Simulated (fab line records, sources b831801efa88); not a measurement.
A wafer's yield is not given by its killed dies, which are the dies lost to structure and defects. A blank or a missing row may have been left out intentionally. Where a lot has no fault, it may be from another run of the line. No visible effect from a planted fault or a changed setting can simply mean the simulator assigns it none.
Comparing a struck lot with a sound one    flow sky130    33 steps out of a route of 708
Sound: the wafers L582.3, L582.5, L582.6. Struck: wafer L599.6 (L599.3, L599.4, from the same lot, were not struck and are left out); the cause is given at the end.
At each step with rows: each side's tool, then ch and its chambers, then its first start. Under that, the readings that differ: sound wafers    struck wafers    difference of the means    sigmas: that difference in standard deviations of wafers without a fault.
alike: words and numbers the same on both sides, and readings whose means are apart by under 2 such deviations; not compared: readings that were withheld, readings missing a value for some wafer, numbers with overlapping values and no deviation given by the record, and bounds like >300 which may hide the same value.
Wherever a step has rows on one side only, a row that says differs or no value, or a row with sigmas, the two part there. When numbers do not overlap yet have no deviation, they are printed without sigmas and do not part them. A reading missing from all wafers of one side parts the sides only when that side holds two or more wafers.

first, 4 steps without rows for these wafers: SKY_LOCAL_INTERCONNECT_SOFTBAKE_07 (time 90 s); SKY_LOCAL_INTERCONNECT_EXPOSE_08 (exposes mask LI1M, target cd 170 nm); SKY_LOCAL_INTERCONNECT_PEB_09; SKY_LOCAL_INTERCONNECT_DEVELOP_10 (develop time 60 s).
SKY_LOCAL_INTERCONNECT_CD_MEAS_11 targets a cd of 170 nm.
  sound on cdSem-01, day 30 17:14; struck on cdSem-02, day 36 05:05
  alike: cdNm
SKY_LOCAL_INTERCONNECT_OVL_MEAS_12:
  sound on overlay-01, day 30 17:19; struck on overlay-01, day 36 05:10
  alike: LOCAL_INTERCONNECT_OVL
SKY_LOCAL_INTERCONNECT_ETCH_13: etches BARC in N2/H2, stops on SiO2, time 45.9 s, target depth 60 nm.
  sound on rieMetal-03 ch 1, day 30 17:24; struck on rieMetal-04 ch 0, day 36 05:13
reading               sound                 struck  difference  sigmas
throttleValvePct (%)  13.226 13.232 13.234  13.196  -0.035      -4
  alike: drypumpMotorCurrentA, oesProductAu
  not compared: rfHoursCounterH
SKY_LOCAL_INTERCONNECT_METAL_ETCH_14: etches TiN in Cl2/BCl3, stops on PSG, target depth 110 nm, time 31.4 s.
  sound on rieMetal-03 ch 1, day 30 17:34; struck on rieMetal-04 ch 0, day 36 05:17
reading               sound                 struck  difference  sigmas
throttleValvePct (%)  21.897 21.904 21.891  21.871  -0.026      -2
  alike: drypumpMotorCurrentA, oesProductAu
  not compared: rfHoursCounterH
then, 4 steps without rows for these wafers: SKY_LOCAL_INTERCONNECT_STRIP_15 (strips in O2/N2); SKY_LOCAL_INTERCONNECT_STRIP_16 (strips in post etch residue remover, time 1200 s); SKY_LOCAL_INTERCONNECT_CLEAN_17 (cleans in IPA, time 180 s); SKY_LOCAL_INTERCONNECT_CLEAN_18 (cleans in O3/DIW).
SKY_CONTACT_CVD_00: deposits Si3N4, target thk 75 nm.
  sound on pecvd-04 ch 0,1, day 30 18:17; struck on pecvd-04 ch 0, day 36 05:55
reading                                   sound              struck  difference  sigmas
rfFwdPowerW (W)                           445.6 445.2 445.6  371.8   -73.7       -49
model.Si3N4_of_CONTACT_CVD_00.thkNm (nm)  76.23 76.31 77.8   72.72   -4.06       
  alike: heaterPowerW
SKY_CONTACT_THK_MEAS_01:
  sound on filmMetro-04, day 30 18:20; struck on filmMetro-01, day 36 05:58
reading                  sound           struck  difference  sigmas
CONTACT_CVD_00_THK (nm)  76.2 76.3 77.8  72.8    -4.0        -4
then, 1 step without rows for these wafers: SKY_CONTACT_HDPCVD_02 (deposits SiO2, target thk 565 nm, time 94.2 s).
SKY_CONTACT_THK_MEAS_03:
  sound on filmMetro-02, day 30 18:28; struck on filmMetro-04, day 36 06:05
  alike: CONTACT_HDPCVD_THK
SKY_CONTACT_CMP_04: polishes SiO2.
  sound on cmp-01 ch 1,2, day 30 18:33; struck on cmp-01 ch 0, day 36 06:14
  alike: motorCurrentA
SKY_CONTACT_BOW_MEAS_05:
  sound on filmMetro-04, day 30 18:50; struck on filmMetro-02, day 36 06:28
  alike: CONTACT_BOW
then, 8 steps without rows for these wafers: SKY_CONTACT_DEHYDRATE_06 (time 60 s); SKY_CONTACT_HMDS_07 (prime time 60 s); SKY_CONTACT_COAT_08 (resist thk 60 nm); SKY_CONTACT_COAT_09 (resist thk 450 nm); SKY_CONTACT_SOFTBAKE_10 (time 90 s); SKY_CONTACT_EXPOSE_11 (exposes mask CTM1, target cd 170 nm); SKY_CONTACT_PEB_12; SKY_CONTACT_DEVELOP_13 (develop time 60 s).
SKY_CONTACT_CD_MEAS_14 targets a cd of 170 nm.
  sound on cdSem-01, day 31 20:49; struck on cdSem-02, day 37 08:29
reading    sound              struck  difference  sigmas
cdNm (nm)  173.0 173.3 173.4  167.7   -5.5        -4
SKY_CONTACT_OVL_MEAS_15:
  sound on overlay-01, day 31 20:54; struck on overlay-02, day 37 08:34
  alike: CONTACT_OVL
SKY_CONTACT_ETCH_16: etches BARC in N2/H2, stops on SiO2, time 45.9 s, target depth 60 nm.
  sound on rieDiel-03 ch 0,1,3, day 31 20:56; struck on rieDiel-04 ch 0, day 37 08:36
  alike: drypumpMotorCurrentA, oesProductAu, throttleValvePct
  not compared: rfHoursCounterH
SKY_CONTACT_ETCH_17: etches SiO2 in C4F8/O2/Ar, stops on Si3N4, target depth 340 nm.
  sound on rieDiel-03 ch 0,1,3, day 31 20:58; struck on rieDiel-04 ch 0, day 37 08:38
  alike: oesProductAu
SKY_CONTACT_ETCH_18: etches Si3N4 in CHF3/O2, stops on TiN, time 39 s, target depth 75 nm.
  sound on rieDiel-03 ch 0,1,3; struck on rieDiel-04 ch 0
reading                  sound              struck  difference  sigmas
oesProductAu (a.u.)      0.862 0.873 0.871  0.844   -0.025      -3
model.etch.depthNm (nm)  76.23 76.31 77.8   72.72   -4.06       
  alike: drypumpMotorCurrentA, throttleValvePct
  not compared: rfHoursCounterH
then, 1 step without rows for these wafers: SKY_CONTACT_STRIP_19 (strips in O2/N2).
-- the record jumps here: 13 days lie between the struck wafers' starts before and after (it left off in module CONTACT and takes up again in module PAD_OPEN, whose first step shown is number 708 of the route) --
SKY_PAD_OPEN_PROBE_99:
  sound on prober-01, day 46 01:13; struck on prober-02, day 50 01:25
reading          sound  struck  difference  sigmas
killed_at_M4_up  8 6 4  2       -4          -2
  alike: killed_at_M0_to_M3, killedAtContacts, killedAtFrontEnd, killedAtOther, killedDies, killedOpen, killedShort

WHERE THEY PART
Earliest at SKY_LOCAL_INTERCONNECT_ETCH_13; latest, in this record, at SKY_PAD_OPEN_PROBE_99.

WHY: whatever the simulator had introduced
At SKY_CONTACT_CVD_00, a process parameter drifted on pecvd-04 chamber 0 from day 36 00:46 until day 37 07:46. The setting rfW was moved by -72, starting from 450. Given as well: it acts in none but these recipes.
